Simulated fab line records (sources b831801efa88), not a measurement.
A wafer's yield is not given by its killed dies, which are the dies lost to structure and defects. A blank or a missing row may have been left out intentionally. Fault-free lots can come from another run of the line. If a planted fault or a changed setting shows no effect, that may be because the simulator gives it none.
fab line records + flow sky130
[record]
- lots = 12
- wafers = 36
- last_day = 50
route steps=708 shown DNWELL@44 NWELL@81 VT_ADJUST_PCH@150 POLY_GATE@213 RES_PROTECT@214
lots that met no fault: from a run of the same line without faults
start_h: the number of hours between the record's first day and the start of the first shown wafer of the lot + wait_h: hours from the lot's prior step to this one + " unchanged from the row above + L1.1+2: a single row standing in for several wafers + - value missing, or start not given + * or withheld: withheld + < > ~ a bound
route shown NAME@n: a module of which the file shows steps, and the number in the route of the first + usual: the fault-free wafers' mean and standard deviation + same: alike in all rows + chamber/n: place in a boat + sites: per-site readings + _std_site: standard deviation across them + _edge_site: the outer-site mean with the inner-site mean subtracted + radius_mm: for every site, how far away it sits from the centre of the wafer + mask NAME#n: copy n + behind: the last tool/chamber to shape the wafer + hold: cause of the lot's hold/its duration in hours/its outcome + device: the transistor (n, p or np) that didn't switch + end of line: the tests these same wafers got at the end of their route + a step without rows: its recipe alone + killed: the dies lost at the first sort to structure and to defects; this is not the yield of the wafer + map: per-die view of a wafer (x killed, . not killed, _ where there is no die)
set.NAME: the run value of the setting; set.NAME@STEP: its run value at that earlier step + model.NAME: the simulator's own value behind a step, which no gauge read
the route's steps for a sample of lots (tables are steps, rows are wafers)
services: from which hour (start_h, from the record's first day; less than 0 if before it) a tool's chamber was out of use, for how many hours, and why
[[steps]]
[step SKY_DNWELL_TW_MEAS_09]
[usual]
- DNWELL_TW = 1110/7.8
| lot.wafer | tool          | chamber | start_h | wait_h | DNWELL_TW |
|-----------|---------------|---------|---------|--------|-----------|
| L976.1    | film_metro-04 | -       | 53.63   | 0.1    | 1118      |
| L976.4    | "             | -       | "       | "      | 1119      |
| L976.6    | "             | -       | "       | "      | 1121      |
| L977.2    | film_metro-04 | -       | 59.19   | 0.1    | 1118      |
| L977.5    | "             | -       | "       | "      | 1120      |
| L977.6    | "             | -       | "       | "      | 1125      |
| L978.2    | film_metro-02 | -       | 60.49   | 0.1    | 1104      |
| L978.4    | "             | -       | "       | "      | 1109      |
| L978.5    | "             | -       | "       | "      | 1108      |
| L979.2    | film_metro-04 | -       | 66.94   | 0.1    | 1123      |
| L979.4    | "             | -       | "       | "      | 1122      |
| L979.6    | "             | -       | "       | "      | 1123      |
| L983.2    | film_metro-04 | -       | 95.12   | 0.1    | 1104      |
| L983.3    | "             | -       | "       | "      | 1104      |
| L983.5    | "             | -       | "       | "      | 1108      |
| L985.1    | film_metro-04 | -       | 100.21  | 0.1    | 1122      |
| L985.5    | "             | -       | "       | "      | 1121      |
| L985.6    | "             | -       | "       | "      | 1121      |
| L987.1    | film_metro-04 | -       | 111.43  | 0.1    | 1117      |
| L987.3    | "             | -       | "       | "      | 1120      |
| L987.5    | "             | -       | "       | "      | 1121      |
| L988.3    | film_metro-02 | -       | 118.73  | 0.1    | 1109      |
| L988.4    | "             | -       | "       | "      | 1109      |
| L988.5    | "             | -       | "       | "      | 1109      |
| L989.1    | film_metro-02 | -       | 122.41  | 0.1    | 1096      |
| L989.4    | "             | -       | "       | "      | 1098      |
| L989.6    | "             | -       | "       | "      | 1100      |
| L995.3    | film_metro-02 | -       | 155.52  | 0.1    | 1103      |
| L995.5    | "             | -       | "       | "      | 1101      |
| L995.6    | "             | -       | "       | "      | 1101      |
| L996.1    | film_metro-03 | -       | 160.41  | 0.1    | 1115      |
| L996.2    | "             | -       | "       | "      | 1113      |
| L996.6    | "             | -       | "       | "      | 1111      |
| L999.3    | film_metro-04 | -       | 177.28  | 0.1    | 1107      |
| L999.5    | "             | -       | "       | "      | 1110      |
| L999.6    | "             | -       | "       | "      | 1112      |
[step SKY_NWELL_RTA_28]
[recipe]
- temp_c = 1050
- time_s = 30
- idle_temp_c = 650
- ramp_up_c_per_s = 150
- ramp_down_c_per_s = 90
- ambient = N2
[usual]
- lamp_power_pct = 25.30/0.051
- wafer_temp_C_max = 1054.9/0.99
[same]
- time_s = 30
| lot.wafer | tool          | chamber | start_h | wait_h | lamp_power_pct | wafer_temp_C_max |
|-----------|---------------|---------|---------|--------|----------------|------------------|
| L976.1    | rtp_anneal-02 | 0       | 104.13  | 0.0    | 25.36          | 1055.9           |
| L976.4    | "             | 0       | "       | "      | 25.28          | 1056.7           |
| L976.6    | "             | 0       | "       | "      | 25.29          | 1054.8           |
| L977.2    | rtp_anneal-01 | 0       | 110.56  | 0.0    | 25.29          | 1056.1           |
| L977.5    | "             | 0       | "       | "      | 25.30          | 1055.1           |
| L977.6    | "             | 0       | "       | "      | 25.28          | 1054.5           |
| L978.2    | rtp_anneal-02 | 0       | 110.96  | 0.0    | 25.29          | 1054.8           |
| L978.4    | "             | 0       | "       | "      | 25.27          | 1055.2           |
| L978.5    | "             | 0       | "       | "      | 25.29          | 1055.3           |
| L979.2    | rtp_anneal-01 | 0       | 117.85  | 0.0    | 25.19          | 1054.0           |
| L979.4    | "             | 0       | "       | "      | 25.31          | 1054.0           |
| L979.6    | "             | 0       | "       | "      | 25.41          | 1054.9           |
| L983.2    | rtp_anneal-01 | 0       | 151.36  | 0.0    | 25.33          | 1054.9           |
| L983.3    | "             | 0       | "       | "      | 25.30          | 1056.1           |
| L983.5    | "             | 0       | "       | "      | 25.31          | 1054.1           |
| L985.1    | rtp_anneal-01 | 0       | 158.08  | 0.0    | 25.39          | 1053.6           |
| L985.5    | "             | 0       | "       | "      | 25.32          | 1054.3           |
| L985.6    | "             | 0       | "       | "      | 25.25          | 1057.4           |
| L987.1    | rtp_anneal-01 | 0       | 170.68  | 0.0    | 25.45          | 1055.2           |
| L987.3    | "             | 0       | "       | "      | 25.26          | 1054.5           |
| L987.5    | "             | 0       | "       | "      | 25.32          | 1054.6           |
| L988.3    | rtp_anneal-02 | 0       | 178.46  | 0.0    | 25.32          | 1054.9           |
| L988.4    | "             | 0       | "       | "      | 25.31          | 1054.4           |
| L988.5    | "             | 0       | "       | "      | 25.36          | 1054.6           |
| L989.1    | rtp_anneal-01 | 0       | 183.44  | 0.0    | 25.24          | 1053.9           |
| L989.4    | "             | 0       | "       | "      | 25.26          | 1054.9           |
| L989.6    | "             | 0       | "       | "      | 25.23          | 1054.8           |
| L995.3    | rtp_anneal-01 | 0       | 218.82  | 0.0    | 25.28          | 1053.9           |
| L995.5    | "             | 0       | "       | "      | 25.33          | 1054.6           |
| L995.6    | "             | 0       | "       | "      | 25.35          | 1055.3           |
| L996.1    | rtp_anneal-02 | 0       | 225.48  | 0.0    | 25.27          | 1055.5           |
| L996.2    | "             | 0       | "       | "      | 25.27          | 1056.1           |
| L996.6    | "             | 0       | "       | "      | 25.32          | 1054.2           |
| L999.3    | rtp_anneal-01 | 0       | 243.62  | 0.0    | 25.39          | 1054.7           |
| L999.5    | "             | 0       | "       | "      | 25.29          | 1053.6           |
| L999.6    | "             | 0       | "       | "      | 25.31          | 1054.4           |
[step SKY_VT_ADJUST_PCH_OVL_MEAS_07]
[usual]
- VT_ADJUST_PCH_OVL = -0.6/1.5
| lot.wafer | tool       | chamber | start_h | wait_h | VT_ADJUST_PCH_OVL[nm] |
|-----------|------------|---------|---------|--------|-----------------------|
| L976.1    | overlay-01 | -       | 226.75  | -      | -0.3                  |
| L976.4    | "          | -       | "       | "      | -0.2                  |
| L976.6    | "          | -       | "       | "      | -1.0                  |
| L977.2    | overlay-02 | -       | 234.44  | -      | -0.9                  |
| L977.5    | "          | -       | "       | "      | -3.3                  |
| L977.6    | "          | -       | "       | "      | -2.2                  |
| L978.2    | overlay-01 | -       | 234.71  | -      | -1.0                  |
| L978.4    | "          | -       | "       | "      | -1.3                  |
| L978.5    | "          | -       | "       | "      | -0.9                  |
| L979.2    | overlay-02 | -       | 244.81  | -      | 1.8                   |
| L979.4    | "          | -       | "       | "      | 2.0                   |
| L979.6    | "          | -       | "       | "      | 1.9                   |
| L983.2    | overlay-01 | -       | 287.35  | -      | -1.8                  |
| L983.3    | "          | -       | "       | "      | -2.5                  |
| L983.5    | "          | -       | "       | "      | -1.0                  |
| L985.1    | overlay-01 | -       | 293.86  | -      | 1.0                   |
| L985.5    | "          | -       | "       | "      | 0.9                   |
| L985.6    | "          | -       | "       | "      | -0.2                  |
| L987.1    | overlay-01 | -       | 309.76  | -      | -1.9                  |
| L987.3    | "          | -       | "       | "      | -2.1                  |
| L987.5    | "          | -       | "       | "      | -2.7                  |
| L988.3    | overlay-02 | -       | 320.47  | -      | -1.2                  |
| L988.4    | "          | -       | "       | "      | -0.3                  |
| L988.5    | "          | -       | "       | "      | -1.7                  |
| L989.1    | overlay-01 | -       | 327.61  | -      | -3.7                  |
| L989.4    | "          | -       | "       | "      | -1.3                  |
| L989.6    | "          | -       | "       | "      | 0.1                   |
| L995.3    | overlay-01 | -       | 372.86  | -      | -2.0                  |
| L995.5    | "          | -       | "       | "      | -2.8                  |
| L995.6    | "          | -       | "       | "      | 0.6                   |
| L996.1    | overlay-01 | -       | 378.41  | -      | -2.2                  |
| L996.2    | "          | -       | "       | "      | -2.0                  |
| L996.6    | "          | -       | "       | "      | -0.3                  |
| L999.3    | overlay-01 | -       | 403.42  | -      | 1.3                   |
| L999.5    | "          | -       | "       | "      | 1.9                   |
| L999.6    | "          | -       | "       | "      | 0.3                   |
[step SKY_POLY_GATE_IMPLANT_02]
[recipe]
- species = P
- energy_kev = 30
- dose_cm2 = 7.7e+15
- tilt_deg = 0
[usual]
- beam_on_s = 36/3.1
- dose_ions_cm2 = 7.7e+15/8.6e+12
| lot.wafer | tool         | chamber | start_h | wait_h | beam_on_s | dose_ions_cm2 |
|-----------|--------------|---------|---------|--------|-----------|---------------|
| L976.1    | implanter-01 | 0       | 338.20  | 0.1    | 30        | 7.696e+15     |
| L976.4    | "            | 0       | "       | "      | 30        | 7.704e+15     |
| L976.6    | "            | 0       | "       | "      | 30        | 7.7e+15       |
| L977.2    | implanter-02 | 0       | 347.73  | 0.1    | 38        | 7.693e+15     |
| L977.5    | "            | 0       | "       | "      | 38        | 7.699e+15     |
| L977.6    | "            | 0       | "       | "      | 37        | 7.694e+15     |
| L978.2    | implanter-03 | 0       | 349.17  | 0.1    | 37        | 7.689e+15     |
| L978.4    | "            | 0       | "       | "      | 39        | 7.701e+15     |
| L978.5    | "            | 0       | "       | "      | 37        | 7.699e+15     |
| L979.2    | implanter-02 | 0       | 360.92  | 0.1    | 37        | 7.702e+15     |
| L979.4    | "            | 0       | "       | "      | 38        | 7.702e+15     |
| L979.6    | "            | 0       | "       | "      | 37        | 7.69e+15      |
| L983.2    | implanter-01 | 0       | 409.98  | 0.1    | 47        | 1.189e+16     |
| L983.3    | "            | 0       | "       | "      | 47        | 1.1886e+16    |
| L983.5    | "            | 0       | "       | "      | 48        | 1.1892e+16    |
| L985.1    | implanter-02 | 0       | 414.94  | 0.1    | 38        | 7.693e+15     |
| L985.5    | "            | 0       | "       | "      | 37        | 7.684e+15     |
| L985.6    | "            | 0       | "       | "      | 37        | 7.695e+15     |
| L987.1    | implanter-01 | 0       | 438.09  | 0.1    | 47        | 1.1897e+16    |
| L987.3    | "            | 0       | "       | "      | 47        | 1.1893e+16    |
| L987.5    | "            | 0       | "       | "      | 46        | 1.1895e+16    |
| L988.3    | implanter-03 | 0       | 447.49  | 0.1    | 37        | 7.68e+15      |
| L988.4    | "            | 0       | "       | "      | 37        | 7.692e+15     |
| L988.5    | "            | 0       | "       | "      | 38        | 7.688e+15     |
| L989.1    | implanter-03 | 0       | 456.71  | 0.1    | 36        | 7.707e+15     |
| L989.4    | "            | 0       | "       | "      | 39        | 7.714e+15     |
| L989.6    | "            | 0       | "       | "      | 37        | 7.703e+15     |
| L995.3    | implanter-03 | 0       | 505.60  | 0.1    | 37        | 7.697e+15     |
| L995.5    | "            | 0       | "       | "      | 38        | 7.691e+15     |
| L995.6    | "            | 0       | "       | "      | 38        | 7.688e+15     |
| L996.1    | implanter-03 | 0       | 507.86  | 0.1    | 37        | 7.706e+15     |
| L996.2    | "            | 0       | "       | "      | 38        | 7.71e+15      |
| L996.6    | "            | 0       | "       | "      | 39        | 7.718e+15     |
| L999.3    | implanter-01 | 0       | 537.55  | 0.1    | 30        | 7.711e+15     |
| L999.5    | "            | 0       | "       | "      | 30        | 7.708e+15     |
| L999.6    | "            | 0       | "       | "      | 31        | 7.712e+15     |
[step SKY_RES_PROTECT_STRIP_07]
[recipe]
- chemistry = O2/N2
- power_w = 1400
- pressure_mtorr = 1500
- platen_temp_c = withheld
- o2_flow_sccm = 3000
- n2_flow_sccm = 300
- overash_fraction = 0.5
[usual]
- chamber_pressure_mTorr = 1500.1/1.2
- drypump_motor_current_A = 5.8/0.51
- oes_product_au = 0.517/0.0045
- strip_time_to_endpoint_s = 23.30/0.036
| lot.wafer | tool            | chamber | start_h | wait_h | chamber_pressure_mTorr | drypump_motor_current_A | oes_product_au | rf_hours_counter_h | strip_time_to_endpoint_s |
|-----------|-----------------|---------|---------|--------|------------------------|-------------------------|----------------|--------------------|--------------------------|
| L976.1    | plasma_asher-02 | 0       | 338.35  | 0.1    | 1501.5                 | 4.9                     | 0.514          | 63                 | 23.30                    |
| L976.4    | "               | 1       | "       | "      | 1501.6                 | 5.7                     | 0.514          | -                  | 23.32                    |
| L976.6    | "               | 1       | "       | "      | 1498.9                 | 5.7                     | 0.516          | -                  | 23.34                    |
| L977.2    | plasma_asher-02 | 1       | 347.86  | 0.1    | 1497.9                 | 5.7                     | 0.519          | 65                 | 23.32                    |
| L977.5    | "               | 1       | "       | "      | 1499.5                 | 5.7                     | 0.518          | -                  | 23.30                    |
| L977.6    | "               | 0       | "       | "      | 1502.6                 | 4.9                     | 0.512          | -                  | 23.31                    |
| L978.2    | plasma_asher-02 | 1       | 349.30  | 0.1    | 1499.2                 | 5.7                     | 0.524          | 65                 | 23.29                    |
| L978.4    | "               | 1       | "       | "      | 1499.1                 | 5.7                     | 0.509          | -                  | 23.27                    |
| L978.5    | "               | 0       | "       | "      | 1499.6                 | 4.8                     | 0.519          | -                  | 23.35                    |
| L979.2    | plasma_asher-02 | 0       | 361.05  | 0.1    | 1500.1                 | 4.8                     | 0.514          | 66                 | 23.26                    |
| L979.4    | "               | 0       | "       | "      | 1501.2                 | 4.9                     | 0.514          | -                  | 23.32                    |
| L979.6    | "               | 1       | "       | "      | 1499.7                 | 5.7                     | 0.523          | -                  | 23.27                    |
| L983.2    | plasma_asher-01 | 1       | 410.11  | 0.1    | 1501.1                 | 6.3                     | 0.497          | 62                 | 24.86                    |
| L983.3    | "               | 1       | "       | "      | 1499.8                 | 6.3                     | 0.500          | -                  | 24.82                    |
| L983.5    | "               | 0       | "       | "      | 1501.3                 | 6.2                     | 0.499          | -                  | 24.87                    |
| L985.1    | plasma_asher-04 | 0       | 415.09  | 0.1    | 1500.8                 | 5.4                     | 0.521          | 74                 | 23.26                    |
| L985.5    | "               | 1       | "       | "      | 1498.3                 | 5.6                     | 0.520          | -                  | 23.26                    |
| L985.6    | "               | 0       | "       | "      | 1499.0                 | 5.4                     | 0.523          | -                  | 23.28                    |
| L987.1    | plasma_asher-02 | 1       | 438.24  | 0.1    | 1499.4                 | 5.7                     | 0.493          | 1                  | 24.85                    |
| L987.3    | "               | 0       | "       | "      | 1499.7                 | 4.9                     | 0.496          | -                  | 24.82                    |
| L987.5    | "               | 1       | "       | "      | 1500.4                 | 5.7                     | 0.501          | -                  | 24.84                    |
| L988.3    | plasma_asher-01 | 0       | 447.62  | 0.1    | 1500.2                 | 6.2                     | 0.513          | -                  | 23.33                    |
| L988.4    | "               | 1       | "       | "      | 1499.8                 | 6.3                     | 0.515          | -                  | 23.29                    |
| L988.5    | "               | 0       | "       | "      | 1499.2                 | 6.2                     | 0.510          | -                  | 23.29                    |
| L989.1    | plasma_asher-04 | 1       | 456.86  | 0.1    | 1497.6                 | 5.6                     | 0.519          | 78                 | 23.34                    |
| L989.4    | "               | 0       | "       | "      | 1499.1                 | 5.4                     | 0.511          | -                  | 23.29                    |
| L989.6    | "               | 1       | "       | "      | 1500.3                 | 5.6                     | 0.520          | -                  | 23.35                    |
| L995.3    | plasma_asher-01 | 1       | 505.73  | 0.1    | 1501.2                 | 6.4                     | 0.521          | -                  | 23.26                    |
| L995.5    | "               | 1       | "       | "      | 1500.6                 | 6.3                     | 0.516          | -                  | 23.33                    |
| L995.6    | "               | 0       | "       | "      | 1500.0                 | 6.2                     | 0.528          | -                  | 23.27                    |
| L996.1    | plasma_asher-01 | 1       | 508.01  | 0.1    | 1500.1                 | 6.3                     | 0.524          | 72                 | 23.34                    |
| L996.2    | "               | 0       | "       | "      | 1499.9                 | 6.2                     | 0.526          | 72                 | 23.29                    |
| L996.6    | "               | 1       | "       | "      | 1501.5                 | 6.4                     | 0.514          | -                  | 23.35                    |
| L999.3    | plasma_asher-04 | 0       | 537.68  | 0.1    | 1499.7                 | 5.4                     | 0.506          | -                  | 23.28                    |
| L999.5    | "               | 0       | "       | "      | 1501.9                 | 5.4                     | 0.511          | -                  | 23.29                    |
| L999.6    | "               | 1       | "       | "      | 1499.5                 | 5.6                     | 0.517          | -                  | 23.31                    |
[[services]]
| tool            | chamber | start_h | hours | kind   |
|-----------------|---------|---------|-------|--------|
| plasma_asher-04 | -       | 91.42   | 2.5   | repair |
| implanter-01    | -       | 134.59  | 3.9   | repair |
| rtp_anneal-02   | -       | 149.54  | 4.2   | pm     |
| implanter-03    | -       | 182.22  | 4.0   | repair |
| implanter-01    | -       | 185.86  | 2.3   | repair |
| implanter-01    | -       | 189.56  | 1.5   | repair |
| implanter-01    | -       | 199.50  | 4.6   | repair |
| implanter-01    | -       | 205.82  | 2.4   | repair |
| implanter-02    | -       | 212.96  | 3.4   | repair |
| implanter-03    | -       | 235.34  | 3.6   | pm     |
| implanter-02    | -       | 238.35  | 4.2   | repair |
| implanter-01    | -       | 246.41  | 2.1   | repair |
| implanter-03    | -       | 259.44  | 17.0  | repair |
| rtp_anneal-01   | -       | 283.82  | 2.4   | pm     |
| implanter-01    | -       | 309.73  | 3.2   | repair |
| implanter-01    | -       | 324.21  | 3.2   | pm     |
| plasma_asher-01 | -       | 347.46  | 2.8   | pm     |
| implanter-03    | -       | 369.26  | 33.0  | repair |
| implanter-01    | -       | 370.01  | 2.0   | repair |
| implanter-02    | -       | 396.66  | 5.6   | repair |
| implanter-02    | -       | 417.73  | 3.2   | repair |
| plasma_asher-02 | -       | 421.25  | 9.0   | pm     |
| plasma_asher-02 | -       | 472.08  | 0.8   | repair |
| plasma_asher-02 | -       | 519.19  | 0.8   | repair |
[[key]]
[first_sign]
- step = SKY_POLY_GATE_IMPLANT_02
- reading = dose_ions_cm2
- direction = up
- sigmas = 99+
- usual = *
- struck = *
[effect]
- step = SKY_POLY_GATE_IMPLANT_02
- reading = beam_on_s
- direction = up
- sigmas = 3.6
- usual = 36
- struck = 47
[effect]
- step = SKY_RES_PROTECT_STRIP_07
- reading = strip_time_to_endpoint_s
- direction = up
- sigmas = 43
- usual = *
- struck = *
met_at SKY_POLY_GATE_IMPLANT_02
struck_lots L983,L987
tester_left_out L983,L987
not_acting_at SKY_DNWELL_TW_MEAS_09,SKY_NWELL_RTA_28,SKY_VT_ADJUST_PCH_OVL_MEAS_07
onset_between 338.20 409.98
[fault]
- kind = process_parameter_drift
- tool = implanter-01
- chamber = -
- onset_h = 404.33
- steps = SKY_POLY_GATE_IMPLANT_02
- channel = dose_cm2
- offset = *
- shape = step
- end_h = 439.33
- acts_in = *
- stated = *
// tester_left_out: of these lots the tester's yield and bins aren't shown, on N5 and GAA mostly nor the transistor test; their killed dies are dies lost to structure and defects alone, not to doping, threshold or leakage, so they don't give the yield
